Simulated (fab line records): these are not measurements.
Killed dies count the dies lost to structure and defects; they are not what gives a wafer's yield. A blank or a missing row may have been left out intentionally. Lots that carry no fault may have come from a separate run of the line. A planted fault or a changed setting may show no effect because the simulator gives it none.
fab line records	flow sky130
[record] lots = 5	wafers = 15	last_day = 50
route steps=708 shown SD_P@359 RES_XHIGH@360 SALICIDE@361 LI_CONTACT@362 PAD_OPEN@708
lots untouched by any fault: they come from a run of this same line in which no faults occurred
start_h: start of the lot's first displayed wafer, in hours after the record's first day	wait_h: how many hours have passed since the lot's step before this one	" same as the row above	L1.1+2: several wafers, shown together as one row	- no value, or no start was given	* or withheld: withheld	< > ~ a bound
route shown NAME@n: names a module that has steps shown in the file, with the first one's number in the route	usual: average and standard deviation across the fault-free wafers	same: alike in all rows	chamber/n: place in a boat	sites: the reading at each site	_std_site: the standard deviation of these	_edge_site: the outer-site mean with the inner-site mean subtracted	radius_mm: for every site, how far away it sits from the centre of the wafer	mask NAME#n: copy n	behind: the tool/chamber that last shaped the wafer	hold: the reason the lot was held/the length of the hold in hours/how it ended	device: the n, p or np transistor that did not switch	end of line: the route-end tests of the same wafers	for a step that has no rows: nothing shown but its recipe	killed: count of dies lost to structure and defects at first sort (not the wafer's yield)	map: a wafer's dies, marking killed ones x, the rest . and places with no die _
set.NAME: the setting the step ran with; set.NAME@STEP: the setting that earlier step ran with	model.NAME: the simulator's own value behind a step, which no gauge read
lots at selected steps of the route; one table per step, one row per wafer
services: when a tool's chamber went out of use (start_h, in hours from the record's first day, below 0 if earlier), for how many hours, and the reason
[[steps]]
[step SKY_SD_N_RS_MEAS_17]
[recipe] thk_meas_gauge = four-point-probe
[usual] SD_P_RS = 147.1/0.44
lot.wafer	tool	chamber	start_h	wait_h	SD_P_RS[ohm/sq]
L837.1	film_metro-01	-	679.45	0.1	147.4
L837.2	"	-	"	"	147.4
L837.4	"	-	"	"	147.1
L841.2	film_metro-02	-	708.91	0.1	146.9
L841.4	"	-	"	"	146.8
L841.6	"	-	"	"	146.9
L845.1	film_metro-02	-	754.90	0.1	146.3
L845.3	"	-	"	"	146.2
L845.5	"	-	"	"	147.0
L850.1	film_metro-02	-	792.45	0.1	147.3
L850.3	"	-	"	"	146.6
L850.6	"	-	"	"	146.8
L855.2	film_metro-01	-	828.52	0.1	147.7
L855.5	"	-	"	"	147.4
L855.6	"	-	"	"	147.4
[step SKY_SD_N_RS_MEAS_18]
[recipe] thk_meas_gauge = four-point-probe
[usual] RES_XHIGH_RS = 334.0/1.2
lot.wafer	tool	chamber	start_h	wait_h	RES_XHIGH_RS[ohm/sq]
L837.1	film_metro-01	-	679.57	0.1	334.9
L837.2	"	-	"	"	334.9
L837.4	"	-	"	"	335.4
L841.2	film_metro-02	-	709.03	0.1	331.1
L841.4	"	-	"	"	332.5
L841.6	"	-	"	"	332.3
L845.1	film_metro-02	-	755.02	0.1	332.6
L845.3	"	-	"	"	332.3
L845.5	"	-	"	"	334.8
L850.1	film_metro-02	-	792.57	0.1	333.6
L850.3	"	-	"	"	333.5
L850.6	"	-	"	"	332.2
L855.2	film_metro-01	-	828.64	0.1	335.0
L855.5	"	-	"	"	334.0
L855.6	"	-	"	"	334.3
[step SKY_SALICIDE_CLEAN_00]
[recipe] chemistry = HF-last	time_s = 30	dilution = 100:1	dry = ipa_marangoni
[step SKY_LI_CONTACT_HDPCVD_00]
[recipe] material = PSG	target_thk_nm = 930	sigma_open_frac = 0.3	time_s = 155	temp_c = 600	sih4_flow_sccm = 60	pressure_mtorr = 6
[step SKY_LI_CONTACT_THK_MEAS_01]
[recipe] reads = PSG_of_LI_CONTACT_HDPCVD_00
[usual] LI_CONTACT_HDPCVD_THK = 931/9.7
lot.wafer	tool	chamber	start_h	wait_h	LI_CONTACT_HDPCVD_THK[nm]
L837.1	film_metro-02	-	679.81	0.1	926
L837.2	"	-	"	"	940
L837.4	"	-	"	"	938
L841.2	film_metro-04	-	709.26	0.1	935
L841.4	"	-	"	"	927
L841.6	"	-	"	"	932
L845.1	film_metro-01	-	755.26	0.1	926
L845.3	"	-	"	"	939
L845.5	"	-	"	"	925
L850.1	film_metro-01	-	792.81	0.1	923
L850.3	"	-	"	"	935
L850.6	"	-	"	"	938
L855.2	film_metro-02	-	828.87	0.1	935
L855.5	"	-	"	"	929
L855.6	"	-	"	"	918
[step SKY_LI_CONTACT_CMP_02]
[recipe] material = PSG	down_force_psi = 4	platen_rpm = 60	pad_velocity_m_s = 0.94248
[usual] motor_current_A = 12.3/1.3	slurry_filter_dp_kPa = 13.49/0.14	time_to_endpoint_s = 32.1/2.3
lot.wafer	tool	chamber	start_h	wait_h	motor_current_A	slurry_filter_dp_kPa	time_to_endpoint_s
L837.4	cmp-02	0	679.92	0.1	12.8	13.61	36.1
L837.1	"	1	"	"	11.0	13.35	32.2
L837.2	"	2	"	"	13.3	13.44	36.3
L841.4	cmp-02	1	709.54	0.3	10.7	13.44	33.2
L841.2	"	0	"	"	13.8	13.67	32.7
L841.6	"	1	"	"	11.1	13.37	29.5
L845.3	cmp-01	2	755.32	0.0	14.1	13.41	30.2
L845.1	"	0	"	"	11.6	13.39	30.5
L845.5	"	3	"	"	11.7	13.38	28.3
L850.3	cmp-02	1	792.92	0.1	10.8	13.26	29.5
L850.1	"	2	"	"	13.3	13.68	29.9
L850.6	"	1	"	"	10.4	13.78	31.9
L855.2	cmp-01	2	829.02	0.1	14.7	13.42	33.2
L855.6	"	0	"	"	11.6	13.55	34.3
L855.5	"	1	"	"	12.8	13.55	31.3
[step SKY_LI_CONTACT_BOW_MEAS_03]
[recipe] mode = bow
[usual] LI_CONTACT_BOW = 56/6.2
lot.wafer	tool	chamber	start_h	wait_h	LI_CONTACT_BOW[um]
L837.1	film_metro-04	-	680.17	0.1	57
L837.2	"	-	"	"	61
L837.4	"	-	"	"	53
L841.2	film_metro-02	-	709.86	0.1	53
L841.4	"	-	"	"	58
L841.6	"	-	"	"	55
L845.1	film_metro-02	-	755.62	0.1	46
L845.3	"	-	"	"	57
L845.5	"	-	"	"	62
L850.1	film_metro-01	-	793.17	0.1	69
L850.3	"	-	"	"	62
L850.6	"	-	"	"	58
L855.2	film_metro-04	-	829.24	0.2	52
L855.5	"	-	"	"	51
L855.6	"	-	"	"	60
[step SKY_LI_CONTACT_DEHYDRATE_04]
[recipe] temp_c = 200	time_s = 60
[step SKY_LI_CONTACT_HMDS_05]
[recipe] prime_time_s = 60	prime_temp_c = 120
[step SKY_LI_CONTACT_COAT_06]
[recipe] resist = BARC	temp_c = withheld	time_s = withheld	spin_rpm = 3000	resist_thk_nm = 60
[step SKY_LI_CONTACT_COAT_07]
[recipe] resist = KrF-thick	spin_rpm = 3000	resist_thk_nm = 450
[step SKY_LI_CONTACT_SOFTBAKE_08]
[recipe] temp_c = 100	time_s = 90	resist = KrF-thick
[step SKY_LI_CONTACT_EXPOSE_09]
[recipe] mask_id = LICM1	na = 0.8	source_shape = annular	sigma_inner = 0.55	sigma_outer = 0.85	target_cd_nm = 170	dose_mj = 38
lot.wafer	tool	chamber	start_h	wait_h	mask
L837.1+2+4	krf_scanner-02	0	694.38	-	LICM1#0
L841.2+4+6	krf_scanner-01	0	723.62	-	LICM1#0
L845.1+3+5	krf_scanner-02	0	769.60	-	LICM1_R1#0
L850.1+3+6	krf_scanner-02	0	806.12	-	LICM1#0
L855.2+5+6	krf_scanner-02	0	842.56	-	LICM1#0
[step SKY_LI_CONTACT_PEB_10]
[recipe] peb_temp_c = withheld	peb_time_s = withheld	resist = KrF-thick
[step SKY_LI_CONTACT_DEVELOP_11]
[recipe] develop_time_s = 60	resist = KrF-thick	dev_temp_c = 21
[step SKY_LI_CONTACT_CD_MEAS_12]
[recipe] target_cd_nm = 170
[usual] cd_nm = 169.8/1.5
lot.wafer	tool	chamber	start_h	wait_h	cd_nm
L837.1	cd_sem-02	-	707.99	-	170.3
L837.2	"	-	"	"	170.1
L837.4	"	-	"	"	169.6
L841.2	cd_sem-02	-	737.39	-	167.9
L841.4	"	-	"	"	169.1
L841.6	"	-	"	"	169.0
L845.1	cd_sem-01	-	782.47	-	135.3
L845.3	"	-	"	"	135.6
L845.5	"	-	"	"	136.2
L850.1	cd_sem-01	-	818.79	-	169.5
L850.3	"	-	"	"	169.6
L850.6	"	-	"	"	168.1
L855.2	cd_sem-01	-	855.39	-	169.1
L855.5	"	-	"	"	170.2
L855.6	"	-	"	"	169.5
[step SKY_LI_CONTACT_OVL_MEAS_13]
[usual] LI_CONTACT_OVL = 3/6
lot.wafer	tool	chamber	start_h	wait_h	LI_CONTACT_OVL[nm]
L837.1	overlay-01	-	708.11	0.1	-1
L837.2	"	-	"	"	-3
L837.4	"	-	"	"	3
L841.2	overlay-02	-	737.50	0.1	4
L841.4	"	-	"	"	1
L841.6	"	-	"	"	2
L845.1	overlay-02	-	782.59	0.1	8
L845.3	"	-	"	"	0
L845.5	"	-	"	"	6
L850.1	overlay-01	-	818.91	0.1	-4
L850.3	"	-	"	"	-1
L850.6	"	-	"	"	3
L855.2	overlay-02	-	855.50	0.1	7
L855.5	"	-	"	"	2
L855.6	"	-	"	"	3
[step SKY_LI_CONTACT_ETCH_14]
[recipe] chemistry = N2/H2	target = BARC	ion_energy_ev = 200	source_w = 500	bias_w = 100	pressure_mtorr = 30	n2_flow_sccm = 100	h2_flow_sccm = 200	stop_on = SiO2	time_s = 45.9	target_depth_a = 600
[usual] drypump_motor_current_A = 5.7/0.39	oes_product_au = 0.854/0.0043	throttle_valve_pct = 13.227/0.0094
lot.wafer	tool	chamber	start_h	wait_h	drypump_motor_current_A	oes_product_au	rf_hours_counter_h	throttle_valve_pct	model.LI_CONTACT.cd_nm
L837.1	rie_diel-04	0	708.15	0.0	5.4	0.855	11	13.206	170
L837.2	"	1	"	"	5.4	0.855	5	13.219	169.2
L837.4	"	2	"	"	5.4	0.857	2	13.221	169.7
L841.2	rie_diel-02	3	737.53	0.0	6.3	0.858	6	13.227	168.5
L841.4	"	2	"	"	6.0	0.849	11	13.225	168.9
L841.6	"	0	"	"	6.3	0.849	-	13.219	169.2
L845.1	rie_diel-02	0	782.63	0.0	6.4	0.854	4	13.215	135.6
L845.3	"	3	"	"	6.3	0.849	7	13.219	135.4
L845.5	"	3	"	"	6.3	0.849	-	13.239	137
L850.1	rie_diel-04	2	818.95	0.0	5.5	0.850	4	13.226	170
L850.3	"	1	"	"	5.4	0.858	7	13.213	169.4
L850.6	"	1	"	"	5.4	0.867	-	13.224	166.8
L855.2	rie_diel-04	2	855.53	0.0	5.4	0.855	5	13.220	169.4
L855.5	"	3	"	"	5.3	0.857	-	13.206	170.4
L855.6	"	2	"	"	5.4	0.851	-	13.233	169.8
[step SKY_LI_CONTACT_ETCH_15]
[recipe] target = PSG	chemistry = C4F8/O2/Ar	stop_on = Si	taper_deg = 4.15	mask_material = KrF-thick	source_w = 1500	bias_w = 1200	pressure_mtorr = 40	c4f8_flow_sccm = withheld	O2_flow_sccm = 6	Ar_flow_sccm = 300	time_s = withheld	target_depth_a = 6000
[usual] oes_product_au = 0.836/0.0042
lot.wafer	tool	chamber	start_h	wait_h	oes_product_au	model.LI_CONTACT.cd_nm
L837.1	rie_diel-04	0	708.19	0.0	0.829	170.4
L837.2	"	1	"	"	0.838	169
L837.4	"	2	"	"	0.847	169.9
L841.2	rie_diel-02	3	737.57	0.0	0.829	168.6
L841.4	"	2	"	"	0.842	168.9
L841.6	"	0	"	"	0.836	169.6
L845.1	rie_diel-02	0	782.67	0.0	0.833	136.2
L845.3	"	3	"	"	0.837	135.8
L845.5	"	3	"	"	0.833	137.1
L850.1	rie_diel-04	2	818.99	0.0	0.835	170.1
L850.3	"	1	"	"	0.827	169.3
L850.6	"	1	"	"	0.832	166.6
L855.2	rie_diel-04	2	855.57	0.0	0.832	169.5
L855.5	"	3	"	"	0.841	171.6
L855.6	"	2	"	"	0.835	169.8
[step SKY_LI_CONTACT_STRIP_16]
[recipe] chemistry = O2/N2	power_w = 1400	pressure_mtorr = 1500	platen_temp_c = withheld	o2_flow_sccm = 3000	n2_flow_sccm = 300	overash_fraction = 0.5
[usual] drypump_motor_current_A = 5.5/0.39	oes_product_au = 0.375/0.0047	strip_time_to_endpoint_s = 3.49/0.032
lot.wafer	tool	chamber	start_h	wait_h	drypump_motor_current_A	oes_product_au	rf_hours_counter_h	strip_time_to_endpoint_s
L837.1	plasma_asher-04	1	708.27	-	5.0	0.370	27	3.47
L837.2	"	0	"	"	5.9	0.376	27	3.54
L837.4	"	0	"	"	5.9	0.373	-	3.47
L841.2	plasma_asher-01	1	737.66	-	5.0	0.369	95	3.48
L841.4	"	0	"	"	5.9	0.372	-	3.45
L841.6	"	0	"	"	5.9	0.369	-	3.44
L845.1	plasma_asher-01	0	782.76	-	5.9	0.372	99	3.45
L845.3	"	1	"	"	5.1	0.367	-	3.47
L845.5	"	0	"	"	5.9	0.379	-	3.49
L850.1	plasma_asher-01	1	819.07	-	5.1	0.370	103	3.49
L850.3	"	0	"	"	5.9	0.383	-	3.54
L850.6	"	0	"	"	5.9	0.377	-	3.53
L855.2	plasma_asher-01	0	855.66	-	5.9	0.381	107	3.50
L855.5	"	1	"	"	5.1	0.380	-	3.50
L855.6	"	0	"	"	5.9	0.374	-	3.50
[step SKY_PAD_OPEN_PROBE_99]
[usual] killed_at_M0_to_M3 = 44/7.6	killed_at_M4_up = 3.2/1.7	killed_at_contacts = 24/5.7	killed_at_front_end = 16/3.9	killed_at_other = 0.2/0.45	killed_dies = 87/9.5	killed_on_rim = 17/3.9	killed_open = 47/6.9	killed_short = 40/5.8
[same] gross_dies = 492	killed_at_back_side = 0
lot.wafer	tool	chamber	start_h	wait_h	killed_at_M0_to_M3	killed_at_M4_up	killed_at_contacts	killed_at_front_end	killed_at_other	killed_dies	killed_on_rim	killed_open	killed_short
L837.1	prober-01	-	1099.06	0.1	54	5	23	17	0	99	17	64	35
L837.2	prober-01	-	1099.11	0.1	42	3	24	11	0	80	15	49	31
L837.4	prober-01	-	1099.21	0.2	43	5	25	16	0	89	23	46	43
L841.2	prober-01	-	1117.35	0.1	46	5	29	16	0	96	24	49	47
L841.4	prober-01	-	1117.45	0.2	55	2	14	14	0	85	13	45	40
L841.6	prober-01	-	1117.55	0.2	47	2	21	16	0	86	17	41	45
L845.1	prober-01	-	1146.18	0.1	49	4	324	8	0	385	85	48	35
L845.3	prober-01	-	1146.28	0.2	39	3	350	8	0	400	86	45	38
L845.5	prober-01	-	1146.38	0.2	40	3	301	16	1	361	76	41	41
L855.2	prober-01	-	1198.41	0.1	33	5	23	15	0	76	12	35	41
L855.5	prober-01	-	1198.56	0.2	42	6	22	14	0	84	27	39	45
L855.6	prober-01	-	1198.61	0.2	39	4	22	19	0	84	14	45	39
// killed by level:class
L837.1 VIA1:geometric_particle:open=13 VIA3:geometric_particle:open=12 LI_CONTACT:geometric_particle:open=9 CONTACT:geometric_particle:open=7 VIA2:geometric_particle:open=7 POLY_GATE:geometric_particle:open=6 METAL2:geometric_particle:short=5 FIELD_ISO:geometric_particle:short=4
L837.2 VIA1:geometric_particle:open=9 CONTACT:geometric_particle:open=8 VIA2:geometric_particle:open=8 LI_CONTACT:geometric_particle:open=6 VIA3:geometric_particle:open=6 LOCAL_INTERCONNECT:geometric_particle:short=5 METAL1:geometric_particle:short=4 FIELD_ISO:geometric_particle:open=3
L837.4 CONTACT:geometric_particle:open=11 METAL2:geometric_particle:short=8 METAL1:geometric_particle:short=8 VIA3:geometric_particle:open=7 VIA1:geometric_particle:open=6 FIELD_ISO:geometric_particle:open=5 LOCAL_INTERCONNECT:geometric_particle:short=5 CONTACT:geometric_particle:short=5
L841.2 CONTACT:geometric_particle:open=13 VIA3:geometric_particle:open=8 VIA3:geometric_particle:short=6 METAL1:geometric_particle:short=6 LI_CONTACT:geometric_particle:open=6 CONTACT:geometric_particle:short=6 VIA2:geometric_particle:open=6 POLY_GATE:geometric_particle:short=5
L841.4 VIA3:geometric_particle:open=11 METAL1:geometric_particle:short=9 VIA2:geometric_particle:open=8 VIA1:geometric_particle:open=8 METAL2:geometric_particle:short=6 CONTACT:geometric_particle:open=6 POLY_GATE:geometric_particle:short=5 METAL3:geometric_particle:short=5
L841.6 VIA1:geometric_particle:open=11 VIA1:geometric_particle:short=9 POLY_GATE:geometric_particle:short=9 CONTACT:geometric_particle:open=7 LI_CONTACT:geometric_particle:open=6 VIA2:geometric_particle:open=6 VIA3:geometric_particle:open=6 CONTACT:geometric_particle:short=5
L845.1 LI_CONTACT:area_expose=302 VIA1:geometric_particle:open=11 CONTACT:geometric_particle:open=9 VIA2:geometric_particle:short=9 LI_CONTACT:geometric_particle:open=8 VIA2:geometric_particle:open=6 METAL1:geometric_particle:short=5 METAL3:geometric_particle:short=4
L845.3 LI_CONTACT:area_expose=317 CONTACT:geometric_particle:open=12 VIA3:geometric_particle:open=9 CONTACT:geometric_particle:short=7 VIA1:geometric_particle:open=7 LI_CONTACT:geometric_particle:open=6 METAL2:geometric_particle:short=6 LI_CONTACT:geometric_particle:short=5
L845.5 LI_CONTACT:area_expose=279 LI_CONTACT:geometric_particle:open=9 VIA3:geometric_particle:open=9 VIA1:geometric_particle:open=6 POLY_GATE:geometric_particle:short=5 CONTACT:geometric_particle:open=4 CONTACT:geometric_particle:short=4 METAL2:geometric_particle:short=4
L855.2 VIA1:geometric_particle:open=9 CONTACT:geometric_particle:open=8 POLY_GATE:geometric_particle:short=6 CONTACT:geometric_particle:short=6 METAL2:geometric_particle:short=5 LOCAL_INTERCONNECT:geometric_particle:short=4 METAL1:geometric_particle:short=4 POLY_GATE:geometric_particle:open=3
L855.5 CONTACT:geometric_particle:open=8 VIA1:geometric_particle:open=7 METAL2:geometric_particle:short=7 VIA2:geometric_particle:open=6 LOCAL_INTERCONNECT:geometric_particle:short=6 METAL1:geometric_particle:short=5 FIELD_ISO:geometric_particle:short=4 VIA2:geometric_particle:short=4
L855.6 VIA3:geometric_particle:open=9 VIA1:geometric_particle:open=7 POLY_GATE:geometric_particle:open=6 CONTACT:geometric_particle:short=6 FIELD_ISO:geometric_particle:open=5 LI_CONTACT:geometric_particle:open=5 CONTACT:geometric_particle:open=5 VIA1:geometric_particle:short=5
// map L845.3 (x killed, . not)
__________.xxxx.x..._________
________x.xxx.xxxxxx.x_______
______.xxxxx..xxx.x.xxxx_____
_____...xxx..xxxxxxxxxxxx____
____xxx.....x.x.xxxx.x.xxx___
___xxxxx....x..x.xxxxxx.xxx__
__xxxx.xx..xxxxxxxxxx..xxxxx_
_xxxx.xx.xx.xx.....xxx.xxxxxx
_xx.xxx.xx.xxx.x...xxxxxxxxxx
_xx.xx.xxx.x..xx.x.xx.x.xxxxx
_x.xxxxxxxx...xxxxxxx.xxxxxxx
_xxxxxx.xxx...xxx.x.xxxxxxxxx
_xxx.xxxx...x.xx.xxxxxxxxxxxx
_xxxxxxxxx.xxxxxxxxxxxxxxxxxx
_xxxxxxxx.xx.xx.xxxx..xxxxxxx
__xxxxxxxxx.xx.x.xxxxxxxxxxx_
___xxxxxxxxxxx.xxxxxxxxxxxx__
____xxxxxxxxxxxxxxxxxxxxxx___
_____xxxxxxxxxxxxxxxxxxxx____
______xxxxxxxxxxxxxxxxxx_____
________xxxxxxxxxxxxxx_______
__________xxxxxxxxxx_________
// map L837.1 (x killed, . not)
__________.........._________
________x...........x._______
______....x.x..x........_____
_____...........x........____
____x..x....x.x......x..xx___
___........x...x...x.x.....__
__.........xx.xxx....x...x.._
_..................xx...x...x
_.x...x........x.....x.......
_..x...x...x..x....x.........
_..x.xx..........x....x.x....
_....x....x.....x.x.x........
_x..xx.xxx...x...x...xx.....x
_x.............xxx......x....
_x................x...x..x...
__.........xx.x..xx.x..x...._
___.........x.xx....x....x.__
____..x..........xx.x.....___
_____...x.x...x..........____
______....x..x...x.x..x._____
________.x..x..x....xx_______
__________....x....x_________
[[services]]
tool	chamber	start_h	hours	kind
krf_scanner-02	-	661.50	3.6	pm
krf_scanner-02	-	665.81	1.0	pm
cmp-01	-	667.75	0.3	repair
rie_diel-04	2	668.38	1.2	repair
rie_diel-04	0	673.86	2.6	repair
cmp-01	-	678.23	1.8	repair
krf_scanner-02	-	679.03	0.8	pm
cmp-01	-	683.29	1.5	repair
cmp-02	-	683.30	0.6	repair
cmp-02	-	686.20	4.6	pm
cmp-01	-	691.66	0.7	repair
rie_diel-02	2	713.40	3.0	repair
rie_diel-04	0	725.30	13.0	repair
rie_diel-02	3	728.82	6.1	repair
krf_scanner-02	-	736.58	1.3	pm
cmp-02	-	753.34	0.8	repair
cmp-02	-	768.45	0.9	repair
rie_diel-02	-	772.53	3.1	repair
rie_diel-04	0	812.70	7.5	repair
krf_scanner-02	-	812.74	1.0	pm
krf_scanner-02	-	829.66	0.3	repair
cmp-02	-	842.96	2.3	repair
rie_diel-04	2	844.01	2.8	repair
krf_scanner-02	-	847.83	0.8	pm
[[key]]
[first_sign] step = SKY_LI_CONTACT_EXPOSE_09	reading = mask	direction = changed
[effect] step = SKY_LI_CONTACT_CD_MEAS_12	reading = cd_nm	direction = down	sigmas = 22	usual = 169.8	struck = 135.7
[effect] step = SKY_PAD_OPEN_PROBE_99	reading = killed_at_contacts	direction = up	sigmas = 53	usual = 24	struck = 325
[model_effect] step = SKY_LI_CONTACT_ETCH_14	value = LI_CONTACT.cd_nm	without = 170	struck = 136
[model_effect] step = SKY_LI_CONTACT_ETCH_15	value = LI_CONTACT.cd_nm	without = 170.3	struck = 136.3
[more_kills_born_at] SKY_LI_CONTACT_EXPOSE_09@krf_scanner-02 = 898
met_at SKY_LI_CONTACT_EXPOSE_09
struck_wafers L845.1,L845.3,L845.5
later_rows_left_out L845.1,L845.3,L845.5
tester_left_out L845
onset_between 694.38 769.60
[fault] kind = wrong_mask	tool = any	chamber = -	onset_h = 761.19	steps = SKY_LI_CONTACT_EXPOSE_09	aux_copy = LICM1_R1#0	cd_offset_nm = -34	scope = struck_lots_only
// tester_left_out: of these lots the tester's yield and bins aren't shown, on N5 and GAA mostly nor the transistor test; their killed dies are dies lost to structure and defects alone, not to doping, threshold or leakage, so they don't give the yield
// later_rows_left_out: the simulator's readings of these wafers behind a module that went badly wrong aren't trusted and aren't shown, but for the sort
